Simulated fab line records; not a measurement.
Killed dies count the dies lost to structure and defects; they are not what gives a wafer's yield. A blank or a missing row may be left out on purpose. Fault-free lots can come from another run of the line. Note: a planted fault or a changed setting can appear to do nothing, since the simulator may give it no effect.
fab line records	flow sfq-line
[record] lots = 6	wafers = 18	last-day = 74
route steps=325 shown JJ@193 M5@198
lots with no fault: from the same line, run without faults
start-h: hours from the record's first day to the start of the lot's first wafer shown	wait-h: how many hours have passed since the lot's step before this one	" identical to the entry in the row above	L1.1+2: a single row standing in for several wafers	- value missing, or start not given	* or withheld: withheld	< > ~ a bound
route shown NAME@n: NAME is a module with steps in the file, n the number in the route of the first one	usual: mean and standard deviation over wafers with no fault	same: alike in all rows	chamber/n: place in a boat	sites: the reading at each site	_std_site: their standard deviation	_edge_site: inner sites' mean taken away from outer sites' mean	radius-mm: for every site, how far away it sits from the centre of the wafer	mask NAME#n: copy n	behind: the last tool/chamber to shape the wafer	hold: reason for holding the lot/hours on hold/outcome of the hold	device: whichever transistor did not switch (one of n, p or np)	end of line: the route-end tests of the same wafers	a step with no rows: only its recipe	killed: not the wafer's yield, but the dies lost to structure and defects at the first sort	map: a wafer's dies, x killed, . not, _ none there
set.NAME: the setting as run; set.NAME@STEP: as run at that earlier step	model.NAME: the simulator's own value behind a step, which no gauge read
lots at some steps of the route; a table a step, a row a wafer
services: a tool's chamber out of use, with start hour (start-h, from the record's first day; less than 0 if before it), hours out, and reason
[[steps]]
[step SFQ_TRILAYER_JJ_CE_BARC_OPEN_RIE_150]
[recipe] mask-material = PR	chemistry = O2	target-depth-nm = 240	target = BARC	icp-w = 600	bias-w = 80	pressure-mtorr = 10	time-s = 80
[usual] chamber-pressure-mTorr = 9.999/0.013	drypump-motor-current-A = 6.18/0.24	he-backside-leak-sccm = 3.35/0.22	oes-product-au = 0.538/0.0044
lot.wafer	tool	chamber	start-h	wait-h	chamber-pressure-mTorr	drypump-motor-current-A	he-backside-leak-sccm	oes-product-au	rf-hours-counter-h
L616.4	rie-metal-03	1	1042.35	0.5	9.987	6.59	3.23	0.540	-
L616.5	"	1	"	"	9.990	6.59	3.15	0.538	-
L616.6	"	1	"	"	9.977	6.56	3.30	0.539	-
L622.3	rie-metal-01	0	1116.06	0.7	10.026	6.19	3.38	0.541	-
L622.4	"	0	"	"	10.034	6.19	2.95	0.537	-
L622.5	"	0	"	"	10.007	6.22	3.16	0.529	-
L623.1	rie-metal-01	0	1123.20	1.0	10.013	6.20	4.22	0.542	18
L623.2	"	0	"	"	9.996	6.23	2.92	0.543	-
L623.5	"	0	"	"	10.004	6.19	3.35	0.535	-
L624.2	rie-metal-03	1	1125.60	0.8	10.002	6.60	3.43	0.532	144
L624.4	"	0	"	"	9.989	5.92	3.41	0.536	-
L624.6	"	0	"	"	10.000	5.94	3.35	0.539	-
L625.1	rie-metal-03	1	1128.00	1.0	9.989	6.63	3.23	0.536	145
L625.4	"	0	"	"	9.990	5.92	3.25	0.536	-
L625.5	"	1	"	"	10.005	6.61	3.13	0.536	-
L628.1	rie-metal-03	1	1149.60	1.0	9.997	6.60	3.57	0.532	149
L628.2	"	0	"	"	9.991	5.89	3.14	0.548	17
L628.5	"	1	"	"	10.026	6.57	3.43	0.535	-
[step SFQ_TRILAYER_JJ_CE_ETCH_RIE_118]
[recipe] target = Nb	stop-on = Al2O3	mask-material = PR	taper-deg = 13.257	over-etch-frac = 0.15	time-s = 97.7	chemistry = SF6	target-depth-nm = 170	icp-w = 600	bias-w = 80	pressure-mtorr = 10
[usual] chamber-pressure-mTorr = 10.000/0.0092	drypump-motor-current-A = 6.17/0.24	he-backside-leak-sccm = 3.37/0.3	oes-product-au = 0.983/0.01
lot.wafer	tool	chamber	start-h	wait-h	chamber-pressure-mTorr	drypump-motor-current-A	he-backside-leak-sccm	oes-product-au	rf-hours-counter-h
L616.4	rie-metal-03	1	1042.55	0.2	10.004	6.59	3.36	0.988	-
L616.5	"	1	"	"	9.993	6.59	3.47	0.988	-
L616.6	"	1	"	"	10.016	6.63	3.49	0.994	-
L622.3	rie-metal-01	0	1116.26	0.2	10.000	6.20	3.22	0.976	-
L622.4	"	0	"	"	9.977	6.18	2.97	0.984	-
L622.5	"	0	"	"	9.996	6.17	3.04	0.990	-
L623.1	rie-metal-01	0	1123.38	0.2	9.997	6.22	3.08	0.988	18
L623.2	"	0	"	"	10.012	6.22	2.98	0.970	-
L623.5	"	0	"	"	9.995	6.20	3.17	0.976	-
L624.2	rie-metal-03	1	1125.69	0.1	10.003	6.58	3.34	0.976	144
L624.4	"	0	"	"	9.989	5.89	3.32	0.993	-
L624.6	"	0	"	"	10.001	5.89	3.24	0.980	-
L625.1	rie-metal-03	1	1128.09	0.1	10.008	6.57	3.09	0.989	145
L625.4	"	0	"	"	10.002	5.89	3.25	0.982	-
L625.5	"	1	"	"	10.011	6.61	3.30	0.979	-
L628.1	rie-metal-03	1	1149.69	0.1	9.999	6.57	3.43	0.986	149
L628.2	"	0	"	"	9.994	5.91	3.21	0.990	17
L628.5	"	1	"	"	10.005	6.58	3.13	0.978	-
[step SFQ_TRILAYER_JJ_ANODIZE_ANODIZE_119]
[recipe] current-density-ma-cm2 = withheld	end-current-density-ma-cm2 = withheld	bath-temp-c = withheld
[step SFQ_TRILAYER_JJ_CE_STRIP_STRIP_120]
[recipe] gas = O2	power-w = 200	platen-temp-c = 40	overash-fraction = 0.65	chemistry = O2	pressure-mtorr = 50
[usual] chamber-pressure-mTorr = 50.00/0.046	drypump-motor-current-A = 6.20/0.27	he-backside-leak-sccm = 3.38/0.2	oes-product-au = 0.994/0.014
lot.wafer	tool	chamber	start-h	wait-h	chamber-pressure-mTorr	drypump-motor-current-A	he-backside-leak-sccm	oes-product-au	rf-hours-counter-h
L616.4	rie-metal-01	0	1043.35	0.2	50.02	6.23	3.47	0.993	-
L616.5	"	0	"	"	50.02	6.24	3.56	0.985	-
L616.6	"	1	"	"	50.02	6.36	3.43	1.015	-
L622.3	rie-metal-03	1	1117.10	0.2	50.04	6.60	3.51	0.989	-
L622.4	"	0	"	"	50.05	5.88	3.28	1.023	-
L622.5	"	0	"	"	49.97	5.93	3.26	1.021	-
L623.1	rie-metal-01	0	1124.10	0.0	50.07	6.20	3.18	0.990	18
L623.2	"	0	"	"	49.94	6.21	3.28	0.987	-
L623.5	"	0	"	"	50.08	6.20	3.20	0.999	-
L624.2	rie-metal-04	0	1126.80	0.0	50.00	5.85	3.25	0.977	19
L624.4	"	0	"	"	49.98	5.83	3.29	0.977	-
L624.6	"	0	"	"	49.90	5.84	3.18	0.972	-
L625.1	rie-metal-01	0	1128.70	0.0	49.99	6.21	3.49	0.997	20
L625.4	"	0	"	"	49.96	6.22	3.45	0.994	-
L625.5	"	0	"	"	49.98	6.20	3.44	0.998	-
L628.1	rie-metal-01	0	1150.80	0.0	50.09	6.22	3.46	0.989	25
L628.2	"	1	"	"	49.96	6.33	3.09	1.001	2
L628.5	"	1	"	"	50.04	6.30	3.24	1.000	-
[step SFQ_TRILAYER_JJ_CE_STRIP_SOLV_CLEAN_121]
[recipe] chemistry = NMP	temp-c = 70	time-s = 600
[step SFQ_TRILAYER_M5_LITHO_COAT_128]
[recipe] resist = BARC	spin-rpm = 3000	resist-thk-nm = 62
[step SFQ_TRILAYER_M5_LITHO_COAT_123]
[recipe] resist = KrF	spin-rpm = 3000	resist-thk-nm = 600
[step SFQ_TRILAYER_M5_LITHO_SOFTBAKE_127]
[recipe] temp-c = withheld	time-s = withheld	resist = KrF
[step SFQ_TRILAYER_M5_LITHO_EXPOSE_124]
[recipe] mask-id = M5	na = 0.6	source-shape = conventional	sigma-outer = 0.65	target-cd-nm = 700	dose-mj = 14.4
[step SFQ_TRILAYER_M5_LITHO_PEB_126]
[recipe] peb-temp-c = 115	peb-time-s = 60	resist = KrF
[step SFQ_TRILAYER_M5_LITHO_DEVELOP_125]
[recipe] time-s = 60	resist = KrF
[step SFQ_M5_OVL_MEAS_932]
[usual] M5_OVL = 0/5.2
lot.wafer	tool	chamber	start-h	wait-h	M5_OVL[nm]
L616.4	overlay-02	-	1085.07	0.1	5
L616.5	"	-	"	"	10
L616.6	"	-	"	"	6
L622.3	overlay-01	-	1164.26	0.1	-3
L622.4	"	-	"	"	0
L622.5	"	-	"	"	5
L623.1	overlay-01	-	1172.65	0.1	-5
L623.2	"	-	"	"	4
L623.5	"	-	"	"	-4
L624.2	overlay-01	-	1177.47	0.1	2
L624.4	"	-	"	"	4
L624.6	"	-	"	"	2
L625.1	overlay-01	-	1181.07	0.1	-11
L625.4	"	-	"	"	-9
L625.5	"	-	"	"	-7
L628.1	overlay-02	-	1201.25	0.1	-1
L628.2	"	-	"	"	3
L628.5	"	-	"	"	-4
[step SFQ_TRILAYER_M5_BARC_OPEN_METAL_ETCH_161]
[recipe] mask-material = PR	chemistry = O2	target-depth-nm = 125	target = BARC	icp-w = 600	bias-w = 80	pressure-mtorr = 10	time-s = 41.7
[usual] chamber-pressure-mTorr = 10.000/0.0077	drypump-motor-current-A = 6.1/0.34	he-backside-leak-sccm = 3.5/0.52	oes-product-au = 0.685/0.005
lot.wafer	tool	chamber	start-h	wait-h	chamber-pressure-mTorr	drypump-motor-current-A	he-backside-leak-sccm	oes-product-au	rf-hours-counter-h	model.KrF_of_TRILAYER_M5_LITHO_COAT_123.thk-nm
L616.4	rie-metal-03	0	1085.11	0.0	9.996	5.9	3.2	0.685	-	523
L616.5	"	0	"	"	9.993	5.9	3.3	0.687	-	522.6
L616.6	"	1	"	"	9.978	6.6	3.1	0.683	-	523.9
L622.3	rie-metal-01	0	1164.31	0.0	9.995	6.2	3.3	0.685	-	528.1
L622.4	"	1	"	"	10.005	6.3	3.2	0.684	-	524.3
L622.5	"	1	"	"	9.993	6.3	3.3	0.682	-	526.9
L623.1	rie-metal-03	0	1172.69	0.0	10.005	5.9	3.3	0.683	21	521.4
L623.2	"	1	"	"	10.010	6.6	3.1	0.681	152	525
L623.5	"	1	"	"	9.994	6.6	3.4	0.685	-	523.4
L624.2	rie-metal-01	1	1177.50	0.0	10.006	6.3	3.3	0.685	8	541.6
L624.4	"	1	"	"	10.001	6.4	3.3	0.684	-	520.9
L624.6	"	1	"	"	9.988	6.4	3.3	0.691	-	524.4
L625.1	rie-metal-03	0	1181.10	0.0	10.005	5.9	3.3	0.684	23	522.6
L625.4	"	1	"	"	10.007	6.6	3.1	0.688	-	524.6
L625.5	"	1	"	"	10.013	6.6	3.2	0.681	-	525.8
L628.1	rie-metal-01	1	1201.29	0.0	10.000	6.3	3.2	0.683	12	524.8
L628.2	"	0	"	"	10.009	6.2	3.3	0.694	35	543.2
L628.5	"	1	"	"	10.009	6.4	3.2	0.688	-	541.6
[step SFQ_TRILAYER_M5_ETCH_METAL_ETCH_126]
[recipe] target = Nb	stop-on = SiO2	mask-material = PR	over-etch-frac = 0.15	time-s = 203.2	chemistry = Cl2/BCl3	target-depth-nm = 265	icp-w = 600	bias-w = 80	pressure-mtorr = 10
[usual] chamber-pressure-mTorr = 10.000/0.011	drypump-motor-current-A = 6.0/0.34	he-backside-leak-sccm = 3.4/0.38	oes-product-au = 0.730/0.0065
lot.wafer	tool	chamber	start-h	wait-h	chamber-pressure-mTorr	drypump-motor-current-A	he-backside-leak-sccm	oes-product-au	rf-hours-counter-h	model.KrF_of_TRILAYER_M5_LITHO_COAT_123.thk-nm
L616.4	rie-metal-03	0	1085.21	0.1	10.002	5.9	3.2	0.731	-	370
L616.5	"	0	"	"	9.988	5.9	3.2	0.732	-	369.7
L616.6	"	1	"	"	9.998	6.6	3.2	0.719	-	369.9
L622.3	rie-metal-01	0	1164.41	0.1	10.002	6.2	3.4	0.735	-	377.5
L622.4	"	1	"	"	9.976	6.3	3.2	0.732	-	370.1
L622.5	"	1	"	"	9.992	6.4	3.2	0.734	-	373.3
L623.1	rie-metal-03	0	1172.75	0.0	9.983	5.9	3.2	0.720	21	365
L623.2	"	1	"	"	10.013	6.6	3.2	0.732	153	369.9
L623.5	"	1	"	"	9.999	6.6	3.4	0.726	-	369
L624.2	rie-metal-01	1	1177.56	0.0	9.997	6.3	3.4	0.739	8	385.7
L624.4	"	1	"	"	10.012	6.3	3.4	0.735	-	365.7
L624.6	"	1	"	"	9.982	6.3	6.3	0.720	-	368.9
L625.1	rie-metal-03	0	1181.16	0.0	9.987	5.9	3.3	0.723	23	368.7
L625.4	"	1	"	"	9.990	6.6	3.4	0.721	-	372.3
L625.5	"	1	"	"	9.999	6.6	3.4	0.732	-	372.6
L628.1	rie-metal-01	1	1201.35	0.0	9.997	6.3	3.5	0.737	12	368.9
L628.2	"	0	"	"	10.003	6.2	3.3	0.730	35	393.8
L628.5	"	1	"	"	10.000	6.3	3.5	0.724	-	386.8
[step SFQ_TRILAYER_M5_STRIP_STRIP_127]
[recipe] gas = O2	power-w = 200	platen-temp-c = 40	overash-fraction = 0.65	chemistry = O2	pressure-mtorr = 50
[usual] chamber-pressure-mTorr = 50.00/0.046	drypump-motor-current-A = 6.0/0.34	he-backside-leak-sccm = 3.39/0.17	oes-product-au = 1.004/0.011
lot.wafer	tool	chamber	start-h	wait-h	chamber-pressure-mTorr	drypump-motor-current-A	he-backside-leak-sccm	oes-product-au	rf-hours-counter-h
L616.4	rie-metal-03	0	1085.54	0.3	50.01	5.9	3.42	1.016	-
L616.5	"	0	"	"	50.05	5.9	3.39	1.017	-
L616.6	"	1	"	"	50.03	6.6	3.35	1.001	-
L622.3	rie-metal-01	0	1164.74	0.3	50.06	6.2	3.04	0.989	-
L622.4	"	1	"	"	49.96	6.3	3.24	1.005	-
L622.5	"	1	"	"	49.91	6.3	3.24	1.006	-
L623.1	rie-metal-03	0	1172.94	0.1	49.99	5.9	3.22	1.014	21
L623.2	"	1	"	"	50.10	6.6	3.32	1.007	153
L623.5	"	1	"	"	49.99	6.6	3.27	1.009	-
L624.2	rie-metal-01	1	1177.76	0.1	50.01	6.3	3.15	1.016	8
L624.4	"	1	"	"	50.00	6.3	3.34	1.007	-
L624.6	"	1	"	"	50.02	6.3	3.32	1.003	-
L625.1	rie-metal-03	0	1181.36	0.1	50.00	5.9	3.22	1.006	23
L625.4	"	1	"	"	50.11	6.6	3.39	1.015	-
L625.5	"	1	"	"	49.95	6.6	3.34	1.001	-
L628.1	rie-metal-01	1	1201.54	0.1	50.02	6.3	3.18	0.993	13
L628.2	"	0	"	"	50.07	6.2	3.30	0.978	36
L628.5	"	1	"	"	50.00	6.3	3.24	0.998	-
[[services]]
tool	chamber	start-h	hours	kind
rie-metal-03	0	1031.05	-	clean
rie-metal-03	0	1031.05	19.9	scheduled-down
rie-metal-03	0	1031.05	19.9	vent-cycle
rie-metal-04	-	1066.67	2.8	pm
rie-metal-03	-	1077.54	2.8	pm
rie-metal-01	1	1115.55	-	clean
rie-metal-01	1	1115.55	-	consumable-replace:focus-ring
rie-metal-01	1	1115.55	21.2	scheduled-down
rie-metal-01	1	1115.55	21.2	vent-cycle
[[key]]
first-sign none at tools or gauges
[model-effect] step = SFQ_TRILAYER_M5_BARC_OPEN_METAL_ETCH_161	value = KrF_of_TRILAYER_M5_LITHO_COAT_123.thk-nm	without = 523.1	struck = 542.1
[model-effect] step = SFQ_TRILAYER_M5_ETCH_METAL_ETCH_126	value = KrF_of_TRILAYER_M5_LITHO_COAT_123.thk-nm	without = 369.8	struck = 388.8
met-at SFQ_TRILAYER_M5_BARC_OPEN_METAL_ETCH_161
struck-wafers L624.2,L628.2,L628.5
onset-between 1164.31 1177.50
[fault] kind = process-parameter-drift	tool = rie-metal-01	chamber = -	onset-h = 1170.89	steps = SFQ_TRILAYER_M5_BARC_OPEN_METAL_ETCH_161	channel = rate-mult	offset = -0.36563	shape = step	end-h = 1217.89	scope = struck-wafers-only
